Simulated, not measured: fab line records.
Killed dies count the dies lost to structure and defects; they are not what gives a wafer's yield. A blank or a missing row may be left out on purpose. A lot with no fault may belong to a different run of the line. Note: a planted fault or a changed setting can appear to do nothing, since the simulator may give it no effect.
fab line records -- flow sky130
record lots=6, wafers=18, last_day=50
route steps=708 shown LDD_HVN@274 LDD_HVP@278 LDD_LDN@289 PAD_OPEN@708
lots that met no fault: taken from a fault-free run of the same line
start_h: the number of hours between the record's first day and the start of the first shown wafer of the lot -- wait_h: time in hours since the lot's previous step -- " the same as in the row above -- L1.1+2: one row covering several wafers at once -- - value missing, or start not given -- * or withheld: withheld -- < > ~ a bound
route shown NAME@n: names a module that has steps shown in the file, with the first one's number in the route -- usual: mean and standard deviation over wafers with no fault -- same: alike in all rows -- chamber/n: place in a boat -- sites: readings site by site -- _std_site: how widely they spread, as a standard deviation -- _edge_site: outer sites' mean less inner sites' -- radius_mm: how far each site lies from the wafer's centre -- mask NAME#n: copy n -- behind: the most recent tool/chamber to have shaped the wafer -- hold: what put the lot on hold/how long, in hours/how the hold closed -- device: whichever transistor did not switch (one of n, p or np) -- end of line: the same wafers' tests at the end of the route -- step lacking rows: just its recipe -- killed: at the first sort, the dies lost to defects and structure; wafer yield is something else -- map: a wafer's dies, x killed, . not, _ none there
set.NAME: the setting as run; set.NAME@STEP: as run at that earlier step -- model.NAME: the simulator's own value behind a step, which no gauge read
lots at some steps of the route; a table a step, a row a wafer
services: the hour from which a tool's chamber was out of use, counted from the record's first day as start_h (under 0 if before that day), plus the number of hours and why
## steps
# step SKY_LDD_HVN_OVL_MEAS_07
# usual LDD_HVN_OVL=-0.7/1.3
lot.wafer,tool,chamber,start_h,wait_h,LDD_HVN_OVL[nm]
L267.1,overlay-02,-,495.09,0.1,1.0
L267.4,overlay-02,-,495.09,0.1,-0.3
L267.5,overlay-02,-,495.09,0.1,0.1
L275.1,overlay-01,-,558.94,0.1,0.0
L275.2,overlay-01,-,558.94,0.1,-1.2
L275.6,overlay-01,-,558.94,0.1,-1.7
L274.1,overlay-01,-,562.02,0.1,-0.9
L274.2,overlay-01,-,562.02,0.1,-2.1
L274.4,overlay-01,-,562.02,0.1,-2.8
L276.1,overlay-01,-,568.22,0.1,-1.2
L276.2,overlay-01,-,568.22,0.1,-1.1
L276.3,overlay-01,-,568.22,0.1,1.3
L283.3,overlay-02,-,626.35,0.1,-2.2
L283.4,overlay-02,-,626.35,0.1,-2.0
L283.5,overlay-02,-,626.35,0.1,-0.8
L286.1,overlay-01,-,657.27,0.1,-1.7
L286.4,overlay-01,-,657.27,0.1,-1.6
L286.6,overlay-01,-,657.27,0.1,-0.1
# step SKY_LDD_HVN_IMPLANT_08
# recipe species=P, energy_kev=60, dose_cm2=3e+13, tilt_deg=40
# step SKY_LDD_HVN_STRIP_09
# recipe chemistry=O2/N2, power_w=1400, pressure_mtorr=1500, platen_temp_c=withheld, o2_flow_sccm=3000, n2_flow_sccm=300, overash_fraction=0.5
# usual drypump_motor_current_A=6.1/0.42, oes_product_au=0.408/0.0046, strip_time_to_endpoint_s=4.135/0.015
lot.wafer,tool,chamber,start_h,wait_h,drypump_motor_current_A,oes_product_au,rf_hours_counter_h,strip_time_to_endpoint_s
L267.1,plasma_asher-04,1,495.27,0.1,6.7,0.410,82,4.104
L267.4,plasma_asher-04,0,495.27,0.1,6.2,0.408,-,4.145
L267.5,plasma_asher-04,1,495.27,0.1,6.7,0.406,-,4.143
L275.1,plasma_asher-01,1,559.12,0.1,6.1,0.409,46,4.116
L275.2,plasma_asher-01,0,559.12,0.1,5.5,0.409,46,4.107
L275.6,plasma_asher-01,1,559.12,0.1,6.1,0.412,-,4.144
L274.1,plasma_asher-02,0,562.21,0.1,5.6,0.408,14,4.133
L274.2,plasma_asher-02,1,562.21,0.1,5.8,0.408,14,4.129
L274.4,plasma_asher-02,1,562.21,0.1,5.9,0.403,-,4.135
L276.1,plasma_asher-01,1,568.41,0.1,6.1,0.407,46,4.117
L276.2,plasma_asher-01,0,568.41,0.1,5.5,0.405,46,4.112
L276.3,plasma_asher-01,1,568.41,0.1,6.1,0.406,-,4.132
L283.3,plasma_asher-01,0,626.55,0.1,5.5,0.407,-,4.162
L283.4,plasma_asher-01,1,626.55,0.1,6.1,0.402,-,4.147
L283.5,plasma_asher-01,1,626.55,0.1,6.1,0.413,-,4.145
L286.1,plasma_asher-02,1,657.46,0.1,5.9,0.408,23,4.131
L286.4,plasma_asher-02,0,657.46,0.1,5.6,0.407,-,4.139
L286.6,plasma_asher-02,1,657.46,0.1,5.8,0.415,-,4.134
# step SKY_LDD_HVN_TW_MEAS_10
# usual LDD_HVN_TW=1439/8.9
lot.wafer,tool,chamber,start_h,wait_h,LDD_HVN_TW
L267.1,film_metro-02,-,495.37,0.1,1458
L267.4,film_metro-02,-,495.37,0.1,1445
L267.5,film_metro-02,-,495.37,0.1,1457
L275.1,film_metro-02,-,559.22,0.1,1421
L275.2,film_metro-02,-,559.22,0.1,1421
L275.6,film_metro-02,-,559.22,0.1,1421
L274.1,film_metro-03,-,562.31,0.1,1445
L274.2,film_metro-03,-,562.31,0.1,1443
L274.4,film_metro-03,-,562.31,0.1,1434
L276.1,film_metro-01,-,568.51,0.1,1432
L276.2,film_metro-01,-,568.51,0.1,1430
L276.3,film_metro-01,-,568.51,0.1,1435
L283.3,film_metro-03,-,626.64,0.1,1439
L283.4,film_metro-03,-,626.64,0.1,1436
L283.5,film_metro-03,-,626.64,0.1,1440
L286.1,film_metro-02,-,657.56,0.1,1418
L286.4,film_metro-02,-,657.56,0.1,1423
L286.6,film_metro-02,-,657.56,0.1,1419
# step SKY_LDD_HVP_DEHYDRATE_00
# recipe temp_c=200, time_s=60
# step SKY_LDD_HVP_HMDS_01
# recipe prime_time_s=60, prime_temp_c=120
# step SKY_LDD_HVP_COAT_02
# recipe resist=NOVOLAK, spin_rpm=3067, resist_thk_nm=300
# step SKY_LDD_HVP_SOFTBAKE_03
# recipe temp_c=90, time_s=60, resist=NOVOLAK
# step SKY_LDD_HVP_EXPOSE_04
# recipe mask_id=HVPTM, na=0.6, source_shape=conventional, sigma_outer=0.6, polarization=unpolarized, target_cd_nm=700, dose_mj=86
# step SKY_LDD_HVP_PEB_05
# recipe temp_c=withheld, time_s=*, resist=NOVOLAK
# step SKY_LDD_HVP_DEVELOP_06
# recipe resist=NOVOLAK, developer=TMAH, develop_time_s=60, dev_temp_c=23
# step SKY_LDD_HVP_OVL_MEAS_07
# usual LDD_HVP_OVL=0.6/1.7
lot.wafer,tool,chamber,start_h,wait_h,LDD_HVP_OVL[nm]
L267.1,overlay-02,-,525.69,0.1,0.7
L267.4,overlay-02,-,525.69,0.1,1.4
L267.5,overlay-02,-,525.69,0.1,2.4
L275.1,overlay-01,-,588.43,0.1,0.5
L275.2,overlay-01,-,588.43,0.1,1.0
L275.6,overlay-01,-,588.43,0.1,0.8
L274.1,overlay-02,-,592.19,0.1,-1.0
L274.2,overlay-02,-,592.19,0.1,-2.9
L274.4,overlay-02,-,592.19,0.1,-0.3
L276.1,overlay-02,-,597.04,0.1,1.9
L276.2,overlay-02,-,597.04,0.1,-2.3
L276.3,overlay-02,-,597.04,0.1,3.9
L283.3,overlay-01,-,655.49,0.1,1.6
L283.4,overlay-01,-,655.49,0.1,2.0
L283.5,overlay-01,-,655.49,0.1,1.1
L286.1,overlay-01,-,686.34,0.1,-0.8
L286.4,overlay-01,-,686.34,0.1,-1.4
L286.6,overlay-01,-,686.34,0.1,-1.1
# step SKY_LDD_HVP_IMPLANT_08
# recipe species=B, energy_kev=20, dose_cm2=1.725e+13, tilt_deg=17.9
# usual beam_energy_keV=20.000/0.0072, end_station_pressure_torr=5.06e-06/2.7e-07
lot.wafer,tool,chamber,start_h,wait_h,beam_energy_keV,end_station_pressure_torr,model.implant.rp_nm,model.implant.drp_nm
L267.1,implanter-04,0,525.72,0.0,19.992,4.81e-06,63.63,28.53
L267.4,implanter-04,0,525.72,0.0,19.994,4.88e-06,63.63,28.53
L267.5,implanter-04,0,525.72,0.0,19.986,5.24e-06,63.63,28.53
L275.1,implanter-03,0,588.46,0.0,17.157,5.17e-06,55.03,25.57
L275.2,implanter-03,0,588.46,0.0,17.159,5.09e-06,55.03,25.57
L275.6,implanter-03,0,588.46,0.0,17.164,5.17e-06,55.03,25.57
L274.1,implanter-01,0,592.22,0.0,19.985,4.95e-06,61.72,28.53
L274.2,implanter-01,0,592.22,0.0,19.990,5.32e-06,61.72,28.53
L274.4,implanter-01,0,592.22,0.0,19.992,4.76e-06,61.72,28.53
L276.1,implanter-03,0,597.07,0.0,17.164,5.33e-06,53.05,25.57
L276.2,implanter-03,0,597.07,0.0,17.166,5.14e-06,53.05,25.57
L276.3,implanter-03,0,597.07,0.0,17.160,4.62e-06,53.05,25.57
L283.3,implanter-01,0,655.57,0.1,20.007,4.94e-06,62.61,28.53
L283.4,implanter-01,0,655.57,0.1,19.996,5e-06,62.61,28.53
L283.5,implanter-01,0,655.57,0.1,20.004,5.22e-06,62.61,28.53
L286.1,implanter-03,0,686.37,0.0,19.995,5.1e-06,62.54,28.53
L286.4,implanter-03,0,686.37,0.0,19.990,4.85e-06,62.54,28.53
L286.6,implanter-03,0,686.37,0.0,19.996,5.15e-06,62.54,28.53
# step SKY_LDD_HVP_STRIP_09
# recipe chemistry=O2/N2, power_w=1400, pressure_mtorr=1500, platen_temp_c=withheld, o2_flow_sccm=3000, n2_flow_sccm=300, overash_fraction=0.5
# usual drypump_motor_current_A=6.0/0.5, oes_product_au=0.406/0.0041, strip_time_to_endpoint_s=4.086/0.014
lot.wafer,tool,chamber,start_h,wait_h,drypump_motor_current_A,oes_product_au,rf_hours_counter_h,strip_time_to_endpoint_s
L267.1,plasma_asher-03,0,525.87,0.1,5.2,0.410,70,4.083
L267.4,plasma_asher-03,0,525.87,0.1,5.2,0.412,-,4.103
L267.5,plasma_asher-03,1,525.87,0.1,6.3,0.417,-,4.097
L275.1,plasma_asher-04,1,588.61,0.1,6.7,0.404,91,4.105
L275.2,plasma_asher-04,0,588.61,0.1,6.2,0.407,91,4.075
L275.6,plasma_asher-04,0,588.61,0.1,6.2,0.410,-,4.075
L274.1,plasma_asher-02,1,592.37,0.1,5.8,0.408,16,4.069
L274.2,plasma_asher-02,0,592.37,0.1,5.6,0.403,16,4.068
L274.4,plasma_asher-02,1,592.37,0.1,5.8,0.408,-,4.082
L276.1,plasma_asher-02,0,597.22,0.1,5.6,0.402,16,4.088
L276.2,plasma_asher-02,1,597.22,0.1,5.9,0.407,16,4.064
L276.3,plasma_asher-02,0,597.22,0.1,5.6,0.406,-,4.084
L283.3,plasma_asher-04,1,655.70,0.1,6.7,0.404,-,4.098
L283.4,plasma_asher-04,0,655.70,0.1,6.2,0.404,-,4.070
L283.5,plasma_asher-04,0,655.70,0.1,6.2,0.402,-,4.079
L286.1,plasma_asher-02,0,686.52,0.1,5.6,0.406,25,4.068
L286.4,plasma_asher-02,0,686.52,0.1,5.5,0.403,-,4.077
L286.6,plasma_asher-02,0,686.52,0.1,5.6,0.411,-,4.087
# step SKY_LDD_HVP_TW_MEAS_10
# usual LDD_HVP_TW=461.6/2.9
lot.wafer,tool,chamber,start_h,wait_h,LDD_HVP_TW
L267.1,film_metro-01,-,525.97,0.1,456.2
L267.4,film_metro-01,-,525.97,0.1,458.1
L267.5,film_metro-01,-,525.97,0.1,460.0
L275.1,film_metro-01,-,588.71,0.1,447.4
L275.2,film_metro-01,-,588.71,0.1,445.7
L275.6,film_metro-01,-,588.71,0.1,444.6
L274.1,film_metro-04,-,592.47,0.1,464.8
L274.2,film_metro-04,-,592.47,0.1,463.4
L274.4,film_metro-04,-,592.47,0.1,464.9
L276.1,film_metro-01,-,597.32,0.1,445.3
L276.2,film_metro-01,-,597.32,0.1,448.1
L276.3,film_metro-01,-,597.32,0.1,444.5
L283.3,film_metro-03,-,655.79,0.1,461.7
L283.4,film_metro-03,-,655.79,0.1,458.5
L283.5,film_metro-03,-,655.79,0.1,462.1
L286.1,film_metro-04,-,686.62,0.1,464.1
L286.4,film_metro-04,-,686.62,0.1,464.0
L286.6,film_metro-04,-,686.62,0.1,461.1
# step SKY_LDD_LDN_DEHYDRATE_00
# recipe temp_c=200, time_s=60
# step SKY_PAD_OPEN_PROBE_99
# usual killed_at_M0_to_M3=43/7.7, killed_at_M4_up=2.9/1.7, killed_at_contacts=24/5.5, killed_at_front_end=15/4, killed_at_other=0.4/0.66, killed_dies=86/9.4, killed_open=47/6.7, killed_short=38/6.2
# same gross_dies=492, killed_at_back_side=0
lot.wafer,tool,chamber,start_h,wait_h,killed_at_M0_to_M3,killed_at_M4_up,killed_at_contacts,killed_at_front_end,killed_at_other,killed_dies,killed_open,killed_short,model.etest.tip_p_5v.rs_ohm_sq
L267.1,prober-01,-,1094.45,0.1,43,5,37,17,1,103,48,54,2778
L267.4,prober-01,-,1094.60,0.2,33,4,23,17,0,77,41,36,2793
L267.5,prober-01,-,1094.65,0.2,41,2,15,14,0,72,40,31,2790
L275.1,prober-02,-,1136.39,0.1,46,1,21,14,0,82,44,37,2910
L275.2,prober-02,-,1136.44,0.1,48,1,24,10,0,83,46,37,2899
L275.6,prober-02,-,1136.64,0.2,33,1,30,15,1,80,47,33,2898
L274.1,prober-01,-,1138.65,0.1,35,4,19,18,0,76,45,31,2843
L274.2,prober-01,-,1138.70,0.1,44,2,25,18,1,90,39,50,2821
L274.4,prober-01,-,1138.80,0.2,35,1,22,9,0,67,33,34,2828
L276.1,prober-02,-,1144.81,0.1,53,6,26,16,0,101,53,47,2941
L276.2,prober-02,-,1144.86,0.1,40,0,18,19,1,78,39,39,2930
L276.3,prober-02,-,1144.91,0.2,48,5,16,12,0,81,41,40,2929
L283.3,prober-01,-,1177.12,0.2,39,3,17,12,0,71,31,39,2791
L283.4,prober-01,-,1177.17,0.2,53,1,25,16,1,96,47,48,2824
L283.5,prober-01,-,1177.22,0.2,36,4,21,16,0,77,44,33,2829
L286.1,prober-02,-,1199.36,0.1,44,5,31,14,0,94,50,44,2848
L286.4,prober-02,-,1199.51,0.2,34,5,23,11,0,73,49,24,2876
L286.6,prober-02,-,1199.61,0.2,35,5,28,9,0,77,42,35,2869
# killed by level:class
L267.1 CONTACT:geometric_particle:open=14 METAL2:geometric_particle:short=9 LI_CONTACT:geometric_particle:open=9 VIA1:geometric_particle:open=9 METAL1:geometric_particle:short=8 CONTACT:geometric_particle:short=7 VIA3:geometric_particle:short=5 METAL4:geometric_particle:short=5
L267.4 CONTACT:geometric_particle:open=10 METAL1:geometric_particle:short=8 FIELD_ISO:geometric_particle:short=6 LI_CONTACT:geometric_particle:open=6 VIA1:geometric_particle:open=5 VIA3:geometric_particle:open=5 POLY_GATE:geometric_particle:open=4 LI_CONTACT:geometric_particle:short=3
L267.5 VIA1:geometric_particle:open=9 LI_CONTACT:geometric_particle:open=6 VIA1:geometric_particle:short=6 VIA3:geometric_particle:open=6 FIELD_ISO:geometric_particle:open=4 CONTACT:geometric_particle:open=4 VIA2:geometric_particle:open=4 METAL3:geometric_particle:short=4
L275.1 VIA2:geometric_particle:open=8 CONTACT:geometric_particle:open=7 VIA3:geometric_particle:open=7 METAL1:geometric_particle:short=6 VIA1:geometric_particle:open=6 VIA3:geometric_particle:short=5 FIELD_ISO:geometric_particle:short=4 LI_CONTACT:geometric_particle:open=4
L275.2 VIA3:geometric_particle:open=10 CONTACT:geometric_particle:open=9 VIA1:geometric_particle:open=8 VIA1:geometric_particle:short=6 VIA2:geometric_particle:open=6 CONTACT:geometric_particle:short=5 LI_CONTACT:geometric_particle:open=4 METAL1:geometric_particle:open=4
L275.6 CONTACT:geometric_particle:open=10 VIA1:geometric_particle:open=9 VIA3:geometric_particle:open=6 LI_CONTACT:geometric_particle:open=5 LI_CONTACT:geometric_particle:short=5 LOCAL_INTERCONNECT:geometric_particle:short=5 FIELD_ISO:geometric_particle:short=4 VIA2:geometric_particle:open=4
L274.1 VIA1:geometric_particle:open=8 VIA2:geometric_particle:open=7 LI_CONTACT:geometric_particle:open=6 VIA3:geometric_particle:open=6 FIELD_ISO:geometric_particle:open=5 LOCAL_INTERCONNECT:geometric_particle:short=5 CONTACT:geometric_particle:open=5 FIELD_ISO:geometric_particle:short=4
L274.2 METAL2:geometric_particle:short=10 CONTACT:geometric_particle:open=9 POLY_GATE:geometric_particle:short=8 VIA3:geometric_particle:open=8 VIA1:geometric_particle:open=7 LI_CONTACT:geometric_particle:open=5 CONTACT:geometric_particle:short=5 LOCAL_INTERCONNECT:geometric_particle:short=4
L274.4 CONTACT:geometric_particle:open=11 VIA1:geometric_particle:open=7 VIA1:geometric_particle:short=5 CONTACT:geometric_particle:short=5 VIA3:geometric_particle:short=5 VIA3:geometric_particle:open=5 VIA2:geometric_particle:short=4 FIELD_ISO:geometric_particle:short=3
L276.1 CONTACT:geometric_particle:open=14 VIA1:geometric_particle:open=11 VIA1:geometric_particle:short=8 LI_CONTACT:geometric_particle:open=7 VIA3:geometric_particle:open=7 METAL1:geometric_particle:short=6 VIA2:geometric_particle:open=6 FIELD_ISO:geometric_particle:short=5
L276.2 VIA1:geometric_particle:open=8 POLY_GATE:geometric_particle:open=6 LOCAL_INTERCONNECT:geometric_particle:short=6 METAL2:geometric_particle:short=6 LI_CONTACT:geometric_particle:open=5 VIA2:geometric_particle:short=5 VIA2:geometric_particle:open=5 FIELD_ISO:geometric_particle:short=4
L276.3 VIA1:geometric_particle:open=12 VIA2:geometric_particle:open=7 METAL1:geometric_particle:short=6 METAL2:geometric_particle:short=6 CONTACT:geometric_particle:short=5 CONTACT:geometric_particle:open=5 VIA3:geometric_particle:short=5 VIA1:geometric_particle:short=5
L283.3 VIA2:geometric_particle:open=8 METAL1:geometric_particle:short=7 VIA2:geometric_particle:short=6 LOCAL_INTERCONNECT:geometric_particle:short=5 VIA1:geometric_particle:open=4 CONTACT:geometric_particle:open=4 METAL1:geometric_particle:open=4 FIELD_ISO:geometric_particle:short=3
L283.4 VIA2:geometric_particle:open=10 VIA1:geometric_particle:open=9 METAL1:geometric_particle:short=8 LI_CONTACT:geometric_particle:open=8 CONTACT:geometric_particle:short=7 CONTACT:geometric_particle:open=6 FIELD_ISO:geometric_particle:short=5 VIA1:geometric_particle:short=5
L283.5 CONTACT:geometric_particle:open=11 LI_CONTACT:geometric_particle:open=7 VIA1:geometric_particle:open=7 METAL1:geometric_particle:short=6 FIELD_ISO:geometric_particle:open=4 FIELD_ISO:geometric_particle:short=4 POLY_GATE:geometric_particle:open=4 METAL4:geometric_particle:short=4
L286.1 LOCAL_INTERCONNECT:geometric_particle:short=12 VIA1:geometric_particle:open=11 CONTACT:geometric_particle:open=9 METAL2:geometric_particle:short=8 VIA2:geometric_particle:open=6 VIA1:geometric_particle:short=6 VIA3:geometric_particle:open=6 FIELD_ISO:geometric_particle:open=5
L286.4 VIA1:geometric_particle:open=9 CONTACT:geometric_particle:open=7 LI_CONTACT:geometric_particle:open=6 VIA2:geometric_particle:open=6 VIA3:geometric_particle:open=5 FIELD_ISO:geometric_particle:open=4 LOCAL_INTERCONNECT:geometric_particle:short=4 POLY_GATE:geometric_particle:open=3
L286.6 LI_CONTACT:geometric_particle:open=9 CONTACT:geometric_particle:open=9 VIA2:geometric_particle:open=7 METAL1:geometric_particle:short=5 VIA3:geometric_particle:open=5 LOCAL_INTERCONNECT:geometric_particle:short=4 CONTACT:geometric_particle:short=4 VIA2:geometric_particle:short=4
## services
tool,chamber,start_h,hours,kind
plasma_asher-03,-,475.92,3.0,repair
implanter-03,-,479.74,6.4,pm
implanter-01,-,485.16,9.9,pm
plasma_asher-03,-,492.63,7.9,repair
plasma_asher-02,-,512.16,2.7,pm
implanter-03,-,518.11,3.1,repair
plasma_asher-02,-,575.01,9.5,repair
implanter-03,-,601.23,0.6,repair
implanter-03,-,603.69,23.2,pm
plasma_asher-04,-,604.98,2.0,repair
implanter-01,-,622.01,5.2,repair
plasma_asher-03,-,624.33,12.8,repair
implanter-04,-,627.07,92.0,pm
plasma_asher-01,-,652.71,3.1,repair
implanter-03,-,668.46,1.4,pm
implanter-03,-,679.77,2.8,pm
## key
first_sign step=SKY_LDD_HVP_IMPLANT_08, reading=beam_energy_keV, direction=down, sigmas=99+, usual=*, struck=*
effect step=SKY_LDD_HVP_TW_MEAS_10, reading=LDD_HVP_TW, direction=down, sigmas=5.4, usual=461.6, struck=445.9
model_effect step=SKY_LDD_HVP_IMPLANT_08, value=implant.rp_nm, without=62.86, struck=54.04
model_effect step=SKY_PAD_OPEN_PROBE_99, value=etest.tip_p_5v.rs_ohm_sq, without=2824, struck=2918
met_at SKY_LDD_HVP_IMPLANT_08
struck_wafers L275.1,L275.2,L275.6,L276.1,L276.2,L276.3
tester_left_out L275,L276
fault kind=process_parameter_drift, tool=implanter-03, chamber=-, onset_h=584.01, steps=SKY_LDD_HVP_IMPLANT_08, channel=energy_kev, offset=*, shape=step, end_h=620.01, acts_in=*, stated=*
# tester_left_out: of these lots the tester's yield and bins aren't shown, on N5 and GAA mostly nor the transistor test; their killed dies are dies lost to structure and defects alone, not to doping, threshold or leakage, so they don't give the yield
